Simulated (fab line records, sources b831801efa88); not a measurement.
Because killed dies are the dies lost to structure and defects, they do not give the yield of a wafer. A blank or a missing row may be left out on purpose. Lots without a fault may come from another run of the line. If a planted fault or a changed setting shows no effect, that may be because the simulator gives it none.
Matching of chambers	flow gf180mcu	GF_STI_WET_ETCH_20 on wetBench-01 has 3 sister chambers
The step etches SiO2 in dHF, target depth 20 nm, time 400 s. 14 wafers are shown with their chamber, then 4 later ones without.

WAFERS PAIRED WITH THEIR CHAMBERS
wafer	chamber	tempC (C)
L807.1	1	24.95
L807.2	1	24.99
L807.5	1	25.01
L808.1	1	25.17
L808.2	1	25.14
L808.4	1	25.25
L809.1	0	25.00
L809.4	0	25.08
L809.5	0	24.97
L812.3	3	24.83
L812.5	3	25.04
L812.6	3	24.95
L815.3	1	24.78
L815.4	1	24.89

SIGNATURES, as means of the wafers listed above
reading	chamber 0	chamber 1	chamber 3	scatter within a chamber
tempC	25.0167	25.0225	24.9400	0.134
Rule: a wafer lies at a distance from a chamber equal to the root of the sum of squares, over the readings, of (its reading less the chamber's mean, divided by the reading's scatter). The wafer belongs to the nearest chamber; if the next one is less than 2 further off, it can't be placed. The scatter: take each reading less its chamber's mean, square it, sum over the shown wafers, divide by the number of wafers less the number of chambers, and take the root.

WAFERS MISSING THEIR CHAMBER
wafer	tempC (C)
L815.5	24.82
L827.1	25.06
L827.3	25.20
L827.6	24.99

WHICH CHAMBER EACH WENT THROUGH
wafer	from the rows above	in truth
L815.5	can't be placed: 3 or 0 or 1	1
L827.1	can't be placed: 1 or 0 or 3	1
L827.3	can't be placed: 1 or 0 or 3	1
L827.6	can't be placed: 0 or 1 or 3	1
Placed correctly: 0 of 4. These rows do not allow placing 4 (true chamber among the candidates in 4). 0 placed wrongly.
